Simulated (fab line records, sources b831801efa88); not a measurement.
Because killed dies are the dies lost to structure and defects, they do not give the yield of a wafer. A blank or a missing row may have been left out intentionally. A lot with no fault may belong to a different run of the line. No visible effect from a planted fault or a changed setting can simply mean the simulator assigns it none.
A sampling plan put to the test / flow sfq-line / 56 faults told of in these records, all on one fab line, each judged by the records of the lots it struck
What counts as the plan is the set of the line's own looks, namely the steps on the route at which a gauge or an inspection reads a wafer and does not change it. A look can be judged if struck wafers have a number there and the file gives its usual mean and standard deviation on fault-free wafers. Caught: the struck wafers' mean, at a look after the fault's first step, is 4 or more of those standard deviations (sigma) away from the usual mean. On the tool: the same test on the tool's own readings at the fault's steps. Another recipe on the struck wafers, or a record that is blank for them alone, also counts as caught.

== THE FAULTS, as the simulator had put them in ==
1. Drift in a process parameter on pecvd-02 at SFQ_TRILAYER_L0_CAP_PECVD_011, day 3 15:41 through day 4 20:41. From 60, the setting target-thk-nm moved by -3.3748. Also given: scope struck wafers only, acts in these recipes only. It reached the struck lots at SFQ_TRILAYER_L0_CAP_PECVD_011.
2. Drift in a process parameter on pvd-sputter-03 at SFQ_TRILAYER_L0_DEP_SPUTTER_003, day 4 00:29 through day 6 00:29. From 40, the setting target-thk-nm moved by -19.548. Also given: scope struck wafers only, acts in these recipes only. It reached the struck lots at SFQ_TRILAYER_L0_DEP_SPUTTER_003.
3. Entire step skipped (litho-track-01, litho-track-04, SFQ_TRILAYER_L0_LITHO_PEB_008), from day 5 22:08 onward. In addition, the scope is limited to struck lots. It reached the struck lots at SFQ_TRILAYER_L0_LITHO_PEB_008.
4. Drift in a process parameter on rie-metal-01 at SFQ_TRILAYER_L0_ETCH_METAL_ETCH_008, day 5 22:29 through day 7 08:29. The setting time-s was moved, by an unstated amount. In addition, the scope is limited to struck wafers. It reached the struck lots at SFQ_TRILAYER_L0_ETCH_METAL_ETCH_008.
5. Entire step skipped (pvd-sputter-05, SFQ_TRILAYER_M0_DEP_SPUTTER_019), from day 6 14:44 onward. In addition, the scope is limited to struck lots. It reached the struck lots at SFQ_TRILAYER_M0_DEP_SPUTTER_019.
6. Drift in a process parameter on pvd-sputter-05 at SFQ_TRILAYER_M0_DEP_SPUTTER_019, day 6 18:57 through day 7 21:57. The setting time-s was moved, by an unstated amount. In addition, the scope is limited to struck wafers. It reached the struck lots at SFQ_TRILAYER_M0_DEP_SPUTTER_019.
7. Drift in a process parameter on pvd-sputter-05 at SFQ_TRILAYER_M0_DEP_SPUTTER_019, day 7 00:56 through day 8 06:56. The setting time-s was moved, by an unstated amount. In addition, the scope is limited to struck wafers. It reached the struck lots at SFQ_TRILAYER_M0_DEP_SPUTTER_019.
8. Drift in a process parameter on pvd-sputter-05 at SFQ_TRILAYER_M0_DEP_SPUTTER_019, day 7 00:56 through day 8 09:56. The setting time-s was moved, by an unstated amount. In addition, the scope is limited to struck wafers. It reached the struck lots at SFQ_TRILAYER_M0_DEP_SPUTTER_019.
9. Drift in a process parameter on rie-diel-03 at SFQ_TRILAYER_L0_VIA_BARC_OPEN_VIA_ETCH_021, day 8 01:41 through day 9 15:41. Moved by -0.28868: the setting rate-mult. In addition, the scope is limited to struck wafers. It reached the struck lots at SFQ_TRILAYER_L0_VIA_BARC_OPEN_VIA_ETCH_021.
10. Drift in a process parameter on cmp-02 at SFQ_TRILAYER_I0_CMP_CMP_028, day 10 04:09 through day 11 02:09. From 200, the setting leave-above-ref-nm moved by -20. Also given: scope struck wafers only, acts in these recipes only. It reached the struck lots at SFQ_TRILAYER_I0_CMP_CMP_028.
11. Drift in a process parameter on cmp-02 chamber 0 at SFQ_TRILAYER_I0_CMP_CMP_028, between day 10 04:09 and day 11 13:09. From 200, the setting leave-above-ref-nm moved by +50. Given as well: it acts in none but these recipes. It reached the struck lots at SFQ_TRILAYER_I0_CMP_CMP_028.
12. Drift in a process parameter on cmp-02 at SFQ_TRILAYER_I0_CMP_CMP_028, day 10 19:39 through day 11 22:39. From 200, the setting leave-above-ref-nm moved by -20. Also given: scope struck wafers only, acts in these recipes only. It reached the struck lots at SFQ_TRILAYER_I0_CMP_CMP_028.
13. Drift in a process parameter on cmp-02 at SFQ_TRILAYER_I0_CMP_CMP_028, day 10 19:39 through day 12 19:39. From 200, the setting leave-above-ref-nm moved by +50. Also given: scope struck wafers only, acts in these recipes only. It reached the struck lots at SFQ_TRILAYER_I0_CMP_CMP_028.
14. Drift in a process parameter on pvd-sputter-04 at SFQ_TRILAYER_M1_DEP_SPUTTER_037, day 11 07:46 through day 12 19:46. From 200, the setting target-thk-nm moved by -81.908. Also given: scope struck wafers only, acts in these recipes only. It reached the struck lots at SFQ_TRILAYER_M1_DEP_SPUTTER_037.
15. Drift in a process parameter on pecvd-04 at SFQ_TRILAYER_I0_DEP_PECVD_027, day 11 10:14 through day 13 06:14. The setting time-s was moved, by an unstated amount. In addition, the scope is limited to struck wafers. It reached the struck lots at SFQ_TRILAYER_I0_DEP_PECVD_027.
16. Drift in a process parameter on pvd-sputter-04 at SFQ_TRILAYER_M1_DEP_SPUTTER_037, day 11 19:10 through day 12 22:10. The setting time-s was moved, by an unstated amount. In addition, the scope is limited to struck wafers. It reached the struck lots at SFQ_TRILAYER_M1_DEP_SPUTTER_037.
17. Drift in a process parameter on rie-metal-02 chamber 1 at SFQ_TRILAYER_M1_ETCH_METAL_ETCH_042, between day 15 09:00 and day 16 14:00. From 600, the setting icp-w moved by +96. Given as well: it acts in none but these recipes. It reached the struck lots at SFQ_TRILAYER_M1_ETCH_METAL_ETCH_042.
18. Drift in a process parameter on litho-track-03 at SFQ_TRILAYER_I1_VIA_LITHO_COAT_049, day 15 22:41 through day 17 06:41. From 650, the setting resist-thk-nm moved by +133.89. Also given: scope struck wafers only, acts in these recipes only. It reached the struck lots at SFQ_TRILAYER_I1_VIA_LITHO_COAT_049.
19. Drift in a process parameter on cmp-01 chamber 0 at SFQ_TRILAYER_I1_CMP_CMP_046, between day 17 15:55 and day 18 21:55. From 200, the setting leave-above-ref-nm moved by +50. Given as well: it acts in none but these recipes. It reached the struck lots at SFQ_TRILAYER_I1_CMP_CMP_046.
20. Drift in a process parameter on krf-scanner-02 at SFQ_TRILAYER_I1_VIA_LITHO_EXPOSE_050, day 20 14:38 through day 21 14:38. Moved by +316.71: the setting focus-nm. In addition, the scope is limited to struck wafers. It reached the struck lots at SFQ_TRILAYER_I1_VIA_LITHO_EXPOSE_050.
21. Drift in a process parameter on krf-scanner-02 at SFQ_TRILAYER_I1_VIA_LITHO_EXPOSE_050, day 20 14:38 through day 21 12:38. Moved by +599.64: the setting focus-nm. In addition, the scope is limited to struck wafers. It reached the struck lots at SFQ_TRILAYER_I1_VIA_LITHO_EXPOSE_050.
22. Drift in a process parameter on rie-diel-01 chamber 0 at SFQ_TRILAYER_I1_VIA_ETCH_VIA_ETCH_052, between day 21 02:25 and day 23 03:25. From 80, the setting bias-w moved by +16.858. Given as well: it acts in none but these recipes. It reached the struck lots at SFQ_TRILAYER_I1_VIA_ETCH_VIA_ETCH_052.
23. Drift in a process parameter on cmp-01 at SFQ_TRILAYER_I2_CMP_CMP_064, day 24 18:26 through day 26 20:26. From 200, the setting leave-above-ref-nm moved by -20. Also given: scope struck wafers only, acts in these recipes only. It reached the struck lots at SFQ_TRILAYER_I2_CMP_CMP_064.
24. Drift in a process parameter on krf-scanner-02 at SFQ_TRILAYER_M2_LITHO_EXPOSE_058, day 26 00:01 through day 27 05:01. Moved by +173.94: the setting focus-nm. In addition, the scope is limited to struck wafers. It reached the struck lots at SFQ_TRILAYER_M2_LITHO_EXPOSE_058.
25. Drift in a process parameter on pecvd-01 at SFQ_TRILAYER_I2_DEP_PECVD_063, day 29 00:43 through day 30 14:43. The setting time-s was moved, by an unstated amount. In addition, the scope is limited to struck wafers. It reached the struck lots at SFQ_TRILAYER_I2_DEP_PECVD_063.
26. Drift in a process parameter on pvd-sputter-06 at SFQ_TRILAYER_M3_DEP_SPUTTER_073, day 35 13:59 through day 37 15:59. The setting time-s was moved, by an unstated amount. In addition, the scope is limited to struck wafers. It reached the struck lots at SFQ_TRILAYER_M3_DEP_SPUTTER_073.
27. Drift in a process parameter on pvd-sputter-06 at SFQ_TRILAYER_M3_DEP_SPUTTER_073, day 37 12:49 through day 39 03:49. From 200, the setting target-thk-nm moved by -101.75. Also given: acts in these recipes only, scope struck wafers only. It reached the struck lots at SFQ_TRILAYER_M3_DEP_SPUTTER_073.
28. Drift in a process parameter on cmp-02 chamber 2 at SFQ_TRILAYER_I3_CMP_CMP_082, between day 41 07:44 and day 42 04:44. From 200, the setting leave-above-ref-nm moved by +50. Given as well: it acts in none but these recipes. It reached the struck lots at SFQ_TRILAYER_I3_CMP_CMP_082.
29. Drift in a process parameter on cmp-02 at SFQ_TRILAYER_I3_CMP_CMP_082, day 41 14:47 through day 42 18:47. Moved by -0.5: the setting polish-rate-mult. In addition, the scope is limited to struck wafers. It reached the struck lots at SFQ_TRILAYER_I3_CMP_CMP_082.
30. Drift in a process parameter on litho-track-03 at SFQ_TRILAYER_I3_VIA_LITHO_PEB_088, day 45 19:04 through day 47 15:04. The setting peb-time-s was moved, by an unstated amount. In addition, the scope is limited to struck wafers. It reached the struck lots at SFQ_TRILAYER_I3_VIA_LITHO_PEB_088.
31. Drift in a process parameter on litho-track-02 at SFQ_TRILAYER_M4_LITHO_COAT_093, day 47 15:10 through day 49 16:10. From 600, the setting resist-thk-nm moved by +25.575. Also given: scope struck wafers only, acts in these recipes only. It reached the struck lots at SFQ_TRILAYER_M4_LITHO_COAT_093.
32. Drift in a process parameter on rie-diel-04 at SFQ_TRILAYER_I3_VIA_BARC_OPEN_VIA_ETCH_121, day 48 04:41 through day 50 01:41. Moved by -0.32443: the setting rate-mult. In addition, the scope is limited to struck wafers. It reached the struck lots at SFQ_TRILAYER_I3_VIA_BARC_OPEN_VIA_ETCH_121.
33. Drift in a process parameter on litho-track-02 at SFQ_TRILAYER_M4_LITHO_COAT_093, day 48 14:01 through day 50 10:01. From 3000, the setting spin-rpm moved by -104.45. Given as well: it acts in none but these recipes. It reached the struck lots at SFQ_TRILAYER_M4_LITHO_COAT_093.
34. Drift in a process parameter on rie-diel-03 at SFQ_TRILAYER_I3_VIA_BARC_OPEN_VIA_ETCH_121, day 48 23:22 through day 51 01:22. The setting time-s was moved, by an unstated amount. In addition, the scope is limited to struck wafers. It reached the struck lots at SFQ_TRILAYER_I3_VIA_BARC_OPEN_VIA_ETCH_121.
35. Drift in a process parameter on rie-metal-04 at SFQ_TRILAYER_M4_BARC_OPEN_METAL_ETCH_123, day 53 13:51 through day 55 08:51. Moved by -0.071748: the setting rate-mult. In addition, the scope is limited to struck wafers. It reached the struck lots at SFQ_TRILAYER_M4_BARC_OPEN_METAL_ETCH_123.
36. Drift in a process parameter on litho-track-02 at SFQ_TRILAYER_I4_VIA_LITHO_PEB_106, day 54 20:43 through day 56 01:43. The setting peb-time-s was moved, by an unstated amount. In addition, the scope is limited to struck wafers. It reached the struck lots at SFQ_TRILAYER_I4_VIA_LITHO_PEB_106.
37. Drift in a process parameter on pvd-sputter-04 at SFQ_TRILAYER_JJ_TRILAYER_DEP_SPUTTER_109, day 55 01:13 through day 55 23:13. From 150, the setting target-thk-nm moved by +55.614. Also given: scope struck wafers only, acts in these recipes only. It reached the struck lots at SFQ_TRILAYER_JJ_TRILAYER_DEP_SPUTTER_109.
38. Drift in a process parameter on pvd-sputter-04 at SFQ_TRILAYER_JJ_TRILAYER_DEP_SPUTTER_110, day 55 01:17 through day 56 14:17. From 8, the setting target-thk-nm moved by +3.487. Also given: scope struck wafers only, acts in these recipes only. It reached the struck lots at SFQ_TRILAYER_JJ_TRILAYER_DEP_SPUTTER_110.
39. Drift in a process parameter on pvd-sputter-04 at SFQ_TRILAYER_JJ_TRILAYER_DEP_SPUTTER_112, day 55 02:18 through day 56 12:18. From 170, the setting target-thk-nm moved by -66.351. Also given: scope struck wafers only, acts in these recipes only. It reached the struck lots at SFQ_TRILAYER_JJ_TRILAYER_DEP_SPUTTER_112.
40. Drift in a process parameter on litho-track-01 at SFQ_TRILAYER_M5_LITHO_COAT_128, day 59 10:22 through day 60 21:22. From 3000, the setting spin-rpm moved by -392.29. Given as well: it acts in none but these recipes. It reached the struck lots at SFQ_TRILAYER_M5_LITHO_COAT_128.
41. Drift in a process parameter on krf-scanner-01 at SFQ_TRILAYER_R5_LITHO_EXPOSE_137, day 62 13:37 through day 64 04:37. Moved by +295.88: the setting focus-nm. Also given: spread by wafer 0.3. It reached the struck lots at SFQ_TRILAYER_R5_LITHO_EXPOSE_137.
42. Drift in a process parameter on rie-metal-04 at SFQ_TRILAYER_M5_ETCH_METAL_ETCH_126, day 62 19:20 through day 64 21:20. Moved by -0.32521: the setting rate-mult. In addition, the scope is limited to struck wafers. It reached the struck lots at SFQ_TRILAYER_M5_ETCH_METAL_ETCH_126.
43. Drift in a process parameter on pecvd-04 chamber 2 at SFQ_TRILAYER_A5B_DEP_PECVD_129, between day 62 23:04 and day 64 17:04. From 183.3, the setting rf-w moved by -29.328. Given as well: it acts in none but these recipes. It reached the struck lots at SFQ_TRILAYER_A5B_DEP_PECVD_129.
44. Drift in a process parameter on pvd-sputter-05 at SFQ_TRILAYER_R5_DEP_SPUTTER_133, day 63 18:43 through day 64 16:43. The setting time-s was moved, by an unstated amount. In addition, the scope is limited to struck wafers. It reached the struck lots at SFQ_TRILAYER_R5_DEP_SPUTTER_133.
45. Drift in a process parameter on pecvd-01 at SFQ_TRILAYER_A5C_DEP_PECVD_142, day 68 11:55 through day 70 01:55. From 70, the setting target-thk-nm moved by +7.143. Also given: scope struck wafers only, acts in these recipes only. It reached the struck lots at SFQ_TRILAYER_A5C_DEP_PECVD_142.
46. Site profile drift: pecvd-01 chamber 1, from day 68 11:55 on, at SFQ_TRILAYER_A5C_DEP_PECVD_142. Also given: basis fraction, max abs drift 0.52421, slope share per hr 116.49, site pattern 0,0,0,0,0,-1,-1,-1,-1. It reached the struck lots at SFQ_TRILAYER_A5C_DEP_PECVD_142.
47. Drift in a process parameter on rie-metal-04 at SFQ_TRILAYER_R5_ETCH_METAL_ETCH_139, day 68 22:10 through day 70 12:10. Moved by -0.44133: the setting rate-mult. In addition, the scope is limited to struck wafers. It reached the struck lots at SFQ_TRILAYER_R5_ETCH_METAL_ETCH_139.
48. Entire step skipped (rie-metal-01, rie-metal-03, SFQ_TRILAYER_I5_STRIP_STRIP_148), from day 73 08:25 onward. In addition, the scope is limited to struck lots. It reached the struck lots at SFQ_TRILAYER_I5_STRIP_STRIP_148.
49. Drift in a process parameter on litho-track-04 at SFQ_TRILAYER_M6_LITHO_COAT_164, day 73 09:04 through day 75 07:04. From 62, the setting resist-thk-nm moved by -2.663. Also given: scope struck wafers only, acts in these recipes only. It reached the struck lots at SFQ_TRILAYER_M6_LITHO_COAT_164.
50. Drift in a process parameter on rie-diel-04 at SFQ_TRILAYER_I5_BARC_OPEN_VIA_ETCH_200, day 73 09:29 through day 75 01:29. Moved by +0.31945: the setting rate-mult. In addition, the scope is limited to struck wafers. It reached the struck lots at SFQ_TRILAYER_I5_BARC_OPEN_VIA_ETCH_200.
51. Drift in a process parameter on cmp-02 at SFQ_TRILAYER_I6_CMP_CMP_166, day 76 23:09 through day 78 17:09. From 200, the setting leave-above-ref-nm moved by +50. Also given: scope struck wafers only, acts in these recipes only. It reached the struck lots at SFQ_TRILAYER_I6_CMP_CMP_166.
52. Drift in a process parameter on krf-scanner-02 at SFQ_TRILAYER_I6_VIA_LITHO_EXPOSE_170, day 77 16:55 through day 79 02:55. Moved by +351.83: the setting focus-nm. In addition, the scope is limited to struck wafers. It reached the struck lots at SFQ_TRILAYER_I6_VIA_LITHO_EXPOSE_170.
53. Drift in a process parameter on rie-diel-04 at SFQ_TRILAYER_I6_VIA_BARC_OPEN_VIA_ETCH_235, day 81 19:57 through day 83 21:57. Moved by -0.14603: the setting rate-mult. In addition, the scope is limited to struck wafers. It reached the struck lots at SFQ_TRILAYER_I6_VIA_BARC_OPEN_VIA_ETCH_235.
54. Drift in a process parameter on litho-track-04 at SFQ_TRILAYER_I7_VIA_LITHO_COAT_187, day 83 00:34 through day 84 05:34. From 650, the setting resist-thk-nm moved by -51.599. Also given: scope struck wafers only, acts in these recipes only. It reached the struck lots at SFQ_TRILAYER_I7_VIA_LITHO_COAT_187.
55. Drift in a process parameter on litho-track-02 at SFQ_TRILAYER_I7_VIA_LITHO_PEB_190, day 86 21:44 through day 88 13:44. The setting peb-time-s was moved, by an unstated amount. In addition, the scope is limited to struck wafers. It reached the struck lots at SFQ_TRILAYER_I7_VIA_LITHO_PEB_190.
56. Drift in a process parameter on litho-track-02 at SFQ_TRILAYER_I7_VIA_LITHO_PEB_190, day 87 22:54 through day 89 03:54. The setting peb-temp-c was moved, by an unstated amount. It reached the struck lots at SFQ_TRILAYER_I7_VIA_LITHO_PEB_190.

== WHAT THE PLAN SAW ==
fault=1; on the tool itself=under 2 sigma; first look that catches it=no look after it can be judged; reading, sigma=-; median hours from its first step to that look=-; hours from the fault's start to the first struck lot there=-; judged looks passed uncaught=0
fault=2; on the tool itself=under 2 sigma; first look that catches it=SFQ_L0_RS_MEAS_901; reading, sigma=L0_MONX_KI_RS +60; median hours from its first step to that look=0.1; hours from the fault's start to the first struck lot there=5; judged looks passed uncaught=0
fault=3; on the tool itself=the tool's record is blank for the struck wafers; first look that catches it=no look after it can be judged; reading, sigma=-; median hours from its first step to that look=-; hours from the fault's start to the first struck lot there=-; judged looks passed uncaught=0
fault=4; on the tool itself=only faintly: oes-product-au -3.1 sigma; first look that catches it=no look after it can be judged; reading, sigma=-; median hours from its first step to that look=-; hours from the fault's start to the first struck lot there=-; judged looks passed uncaught=0
fault=5; on the tool itself=the tool's record is blank for the struck wafers; first look that catches it=no look after it can be judged; reading, sigma=-; median hours from its first step to that look=-; hours from the fault's start to the first struck lot there=-; judged looks passed uncaught=0
fault=6; on the tool itself=under 2 sigma; first look that catches it=SFQ_M0_RS_MEAS_904; reading, sigma=M0_NB_RS +37; median hours from its first step to that look=0.1; hours from the fault's start to the first struck lot there=2; judged looks passed uncaught=0
fault=7; on the tool itself=under 2 sigma; first look that catches it=SFQ_M0_RS_MEAS_904; reading, sigma=M0_NB_RS -20; median hours from its first step to that look=0.1; hours from the fault's start to the first struck lot there=4; judged looks passed uncaught=0
fault=8; on the tool itself=under 2 sigma; first look that catches it=SFQ_M0_RS_MEAS_904; reading, sigma=M0_NB_RS +65; median hours from its first step to that look=0.1; hours from the fault's start to the first struck lot there=4; judged looks passed uncaught=0
fault=9; on the tool itself=under 2 sigma; first look that catches it=no look after it can be judged; reading, sigma=-; median hours from its first step to that look=-; hours from the fault's start to the first struck lot there=-; judged looks passed uncaught=0
fault=10; on the tool itself=under 2 sigma; first look that catches it=none of the 2 looks that can be judged after it; reading, sigma=-; median hours from its first step to that look=-; hours from the fault's start to the first struck lot there=-; judged looks passed uncaught=2
fault=11; on the tool itself=time-to-endpoint-s -4.8 sigma; first look that catches it=not the one look that can be judged after it; reading, sigma=-; median hours from its first step to that look=-; hours from the fault's start to the first struck lot there=-; judged looks passed uncaught=1
fault=12; on the tool itself=under 2 sigma; first look that catches it=not the one look that can be judged after it; reading, sigma=-; median hours from its first step to that look=-; hours from the fault's start to the first struck lot there=-; judged looks passed uncaught=1
fault=13; on the tool itself=time-to-endpoint-s -5.6 sigma; first look that catches it=no look after it can be judged; reading, sigma=-; median hours from its first step to that look=-; hours from the fault's start to the first struck lot there=-; judged looks passed uncaught=0
fault=14; on the tool itself=under 2 sigma; first look that catches it=SFQ_M1_RS_MEAS_909; reading, sigma=M1_NB_RS +57; median hours from its first step to that look=0.1; hours from the fault's start to the first struck lot there=5; judged looks passed uncaught=0
fault=15; on the tool itself=run-length-s +23 sigma; first look that catches it=none of the 2 looks that can be judged after it; reading, sigma=-; median hours from its first step to that look=-; hours from the fault's start to the first struck lot there=-; judged looks passed uncaught=2
fault=16; on the tool itself=under 2 sigma; first look that catches it=SFQ_M1_RS_MEAS_909; reading, sigma=M1_NB_RS +8.6; median hours from its first step to that look=0.1; hours from the fault's start to the first struck lot there=8; judged looks passed uncaught=0
fault=17; on the tool itself=rf-fwd-power-W +45 sigma; first look that catches it=no look after it can be judged; reading, sigma=-; median hours from its first step to that look=-; hours from the fault's start to the first struck lot there=-; judged looks passed uncaught=0
fault=18; on the tool itself=no reading that can be judged; first look that catches it=no look after it can be judged; reading, sigma=-; median hours from its first step to that look=-; hours from the fault's start to the first struck lot there=-; judged looks passed uncaught=0
fault=19; on the tool itself=only faintly: time-to-endpoint-s -2.1 sigma; first look that catches it=no look after it can be judged; reading, sigma=-; median hours from its first step to that look=-; hours from the fault's start to the first struck lot there=-; judged looks passed uncaught=0
fault=20; on the tool itself=under 2 sigma; first look that catches it=not the one look that can be judged after it; reading, sigma=-; median hours from its first step to that look=-; hours from the fault's start to the first struck lot there=-; judged looks passed uncaught=1
fault=21; on the tool itself=under 2 sigma; first look that catches it=none of the 5 looks that can be judged after it; reading, sigma=-; median hours from its first step to that look=-; hours from the fault's start to the first struck lot there=-; judged looks passed uncaught=5
fault=22; on the tool itself=bias-w +69 sigma; first look that catches it=no look after it can be judged; reading, sigma=-; median hours from its first step to that look=-; hours from the fault's start to the first struck lot there=-; judged looks passed uncaught=0
fault=23; on the tool itself=under 2 sigma; first look that catches it=no look after it can be judged; reading, sigma=-; median hours from its first step to that look=-; hours from the fault's start to the first struck lot there=-; judged looks passed uncaught=0
fault=24; on the tool itself=under 2 sigma; first look that catches it=not the one look that can be judged after it; reading, sigma=-; median hours from its first step to that look=-; hours from the fault's start to the first struck lot there=-; judged looks passed uncaught=1
fault=25; on the tool itself=run-length-s +5.6 sigma; first look that catches it=no look after it can be judged; reading, sigma=-; median hours from its first step to that look=-; hours from the fault's start to the first struck lot there=-; judged looks passed uncaught=0
fault=26; on the tool itself=under 2 sigma; first look that catches it=SFQ_M3_RS_MEAS_919; reading, sigma=M3_NB_RS +5.5; median hours from its first step to that look=0.1; hours from the fault's start to the first struck lot there=6; judged looks passed uncaught=0
fault=27; on the tool itself=under 2 sigma; first look that catches it=SFQ_M3_RS_MEAS_919; reading, sigma=M3_NB_RS +70; median hours from its first step to that look=0.1; hours from the fault's start to the first struck lot there=5; judged looks passed uncaught=0
fault=28; on the tool itself=only faintly: time-to-endpoint-s -2.3 sigma; first look that catches it=none of the 5 looks that can be judged after it; reading, sigma=-; median hours from its first step to that look=-; hours from the fault's start to the first struck lot there=-; judged looks passed uncaught=5
fault=29; on the tool itself=time-to-endpoint-s +7.0 sigma; first look that catches it=not the one look that can be judged after it; reading, sigma=-; median hours from its first step to that look=-; hours from the fault's start to the first struck lot there=-; judged looks passed uncaught=1
fault=30; on the tool itself=no reading that can be judged; first look that catches it=not the one look that can be judged after it; reading, sigma=-; median hours from its first step to that look=-; hours from the fault's start to the first struck lot there=-; judged looks passed uncaught=1
fault=31; on the tool itself=no reading that can be judged; first look that catches it=not the one look that can be judged after it; reading, sigma=-; median hours from its first step to that look=-; hours from the fault's start to the first struck lot there=-; judged looks passed uncaught=1
fault=32; on the tool itself=under 2 sigma; first look that catches it=no look after it can be judged; reading, sigma=-; median hours from its first step to that look=-; hours from the fault's start to the first struck lot there=-; judged looks passed uncaught=0
fault=33; on the tool itself=spin-speed-rpm -43 sigma; first look that catches it=not the one look that can be judged after it; reading, sigma=-; median hours from its first step to that look=-; hours from the fault's start to the first struck lot there=-; judged looks passed uncaught=1
fault=34; on the tool itself=run-length-s +15 sigma; first look that catches it=no look after it can be judged; reading, sigma=-; median hours from its first step to that look=-; hours from the fault's start to the first struck lot there=-; judged looks passed uncaught=0
fault=35; on the tool itself=under 2 sigma; first look that catches it=no look after it can be judged; reading, sigma=-; median hours from its first step to that look=-; hours from the fault's start to the first struck lot there=-; judged looks passed uncaught=0
fault=36; on the tool itself=heater-power-total-W +52 sigma; first look that catches it=not the one look that can be judged after it; reading, sigma=-; median hours from its first step to that look=-; hours from the fault's start to the first struck lot there=-; judged looks passed uncaught=1
fault=37; on the tool itself=under 2 sigma; first look that catches it=no look after it can be judged; reading, sigma=-; median hours from its first step to that look=-; hours from the fault's start to the first struck lot there=-; judged looks passed uncaught=0
fault=38; on the tool itself=under 2 sigma; first look that catches it=no look after it can be judged; reading, sigma=-; median hours from its first step to that look=-; hours from the fault's start to the first struck lot there=-; judged looks passed uncaught=0
fault=39; on the tool itself=under 2 sigma; first look that catches it=SFQ_JJ_RS_MEAS_929; reading, sigma=JJ_NB_RS +50; median hours from its first step to that look=0.1; hours from the fault's start to the first struck lot there=2; judged looks passed uncaught=0
fault=40; on the tool itself=spin-speed-rpm -99 or beyond sigma; first look that catches it=no look after it can be judged; reading, sigma=-; median hours from its first step to that look=-; hours from the fault's start to the first struck lot there=-; judged looks passed uncaught=0
fault=41; on the tool itself=no reading that can be judged; first look that catches it=none of the 4 looks that can be judged after it; reading, sigma=-; median hours from its first step to that look=-; hours from the fault's start to the first struck lot there=-; judged looks passed uncaught=4
fault=42; on the tool itself=under 2 sigma; first look that catches it=no look after it can be judged; reading, sigma=-; median hours from its first step to that look=-; hours from the fault's start to the first struck lot there=-; judged looks passed uncaught=0
fault=43; on the tool itself=rf-fwd-power-W -46 sigma; first look that catches it=no look after it can be judged; reading, sigma=-; median hours from its first step to that look=-; hours from the fault's start to the first struck lot there=-; judged looks passed uncaught=0
fault=44; on the tool itself=under 2 sigma; first look that catches it=SFQ_R5_RS_MEAS_933; reading, sigma=R5_MONX_RS -10; median hours from its first step to that look=0.1; hours from the fault's start to the first struck lot there=13; judged looks passed uncaught=0
fault=45; on the tool itself=under 2 sigma; first look that catches it=no look after it can be judged; reading, sigma=-; median hours from its first step to that look=-; hours from the fault's start to the first struck lot there=-; judged looks passed uncaught=0
fault=46; on the tool itself=under 2 sigma; first look that catches it=no look after it can be judged; reading, sigma=-; median hours from its first step to that look=-; hours from the fault's start to the first struck lot there=-; judged looks passed uncaught=0
fault=47; on the tool itself=oes-product-au -38 sigma; first look that catches it=no look after it can be judged; reading, sigma=-; median hours from its first step to that look=-; hours from the fault's start to the first struck lot there=-; judged looks passed uncaught=0
fault=48; on the tool itself=the tool's record is blank for the struck wafers; first look that catches it=no look after it can be judged; reading, sigma=-; median hours from its first step to that look=-; hours from the fault's start to the first struck lot there=-; judged looks passed uncaught=0
fault=49; on the tool itself=no reading that can be judged; first look that catches it=no look after it can be judged; reading, sigma=-; median hours from its first step to that look=-; hours from the fault's start to the first struck lot there=-; judged looks passed uncaught=0
fault=50; on the tool itself=under 2 sigma; first look that catches it=no look after it can be judged; reading, sigma=-; median hours from its first step to that look=-; hours from the fault's start to the first struck lot there=-; judged looks passed uncaught=0
fault=51; on the tool itself=only faintly: time-to-endpoint-s -3.4 sigma; first look that catches it=not the one look that can be judged after it; reading, sigma=-; median hours from its first step to that look=-; hours from the fault's start to the first struck lot there=-; judged looks passed uncaught=1
fault=52; on the tool itself=no reading that can be judged; first look that catches it=not the one look that can be judged after it; reading, sigma=-; median hours from its first step to that look=-; hours from the fault's start to the first struck lot there=-; judged looks passed uncaught=1
fault=53; on the tool itself=under 2 sigma; first look that catches it=no look after it can be judged; reading, sigma=-; median hours from its first step to that look=-; hours from the fault's start to the first struck lot there=-; judged looks passed uncaught=0
fault=54; on the tool itself=no reading that can be judged; first look that catches it=not the one look that can be judged after it; reading, sigma=-; median hours from its first step to that look=-; hours from the fault's start to the first struck lot there=-; judged looks passed uncaught=1
fault=55; on the tool itself=heater-power-total-W +99 or beyond sigma; first look that catches it=not the one look that can be judged after it; reading, sigma=-; median hours from its first step to that look=-; hours from the fault's start to the first struck lot there=-; judged looks passed uncaught=1
fault=56; on the tool itself=heater-power-total-W +11 sigma; first look that catches it=not the one look that can be judged after it; reading, sigma=-; median hours from its first step to that look=-; hours from the fault's start to the first struck lot there=-; judged looks passed uncaught=1
A dash: this means the fault isn't caught or the number doesn't appear in these records.

Caught at a look: 10 of 56. Caught on the tool: 18 of 56. By one or the other: 28 of 56.
Faults 3, 5, 11, 13, 15, 17, 22, 25, 29, 33, 34, 36, 40, 43, 47, 48, 55, 56 were caught on the tool alone.
Caught at a look alone: faults 2, 6, 7, 8, 14, 16, 26, 27, 39, 44.
Caught by neither: faults 1, 4, 9, 10, 12, 18, 19, 20, 21, 23, 24, 28, 30, 31, 32, 35, 37, 38, 41, 42, 45, 46, 49, 50, 51, 52, 53, 54.

== THINNER SAMPLING ==
In the worst case, this is how late the first struck lot would be measured if the look that catches a fault measured only every second or every third lot, by lot number:
fault=2; struck lots at that look, in order of time=L429, L434, L436; every lot=5 h; every second lot=30 h; every third lot=40 h
fault=6; struck lots at that look, in order of time=L957, L958, L959; every lot=2 h; every second lot=10 h; every third lot=16 h
fault=7; struck lots at that look, in order of time=L669, L670; every lot=4 h; every second lot=10 h; every third lot=may miss all 2
fault=8; struck lots at that look, in order of time=L297, L298; every lot=4 h; every second lot=10 h; every third lot=may miss all 2
fault=14; struck lots at that look, in order of time=L479, L483; every lot=5 h; every second lot=may miss all 2; every third lot=may miss all 2
fault=16; struck lots at that look, in order of time=L892, L893; every lot=8 h; every second lot=16 h; every third lot=may miss all 2
fault=26; struck lots at that look, in order of time=L135, L136, L138; every lot=6 h; every second lot=30 h; every third lot=may miss all 3
fault=27; struck lots at that look, in order of time=L767; every lot=5 h; every second lot=may miss it; every third lot=may miss it
fault=39; struck lots at that look, in order of time=L843, L844; every lot=2 h; every second lot=6 h; every third lot=may miss all 2
fault=44; struck lots at that look, in order of time=L623, L626, L627; every lot=13 h; every second lot=17 h; every third lot=may miss all 3
Hours are from the fault's start to the first struck lot that is measured. The limit of 4 sigma was tested on all struck wafers together, so one lot alone may lie under it. Other struck lots may not be in these records.

== THE LONGEST TIMED WAY FROM STEP TO LOOK ==
For fault 7, SFQ_TRILAYER_M0_DEP_SPUTTER_019 and SFQ_M0_RS_MEAS_904 are separated by a median of 0.1 hours. No look between them can be judged.
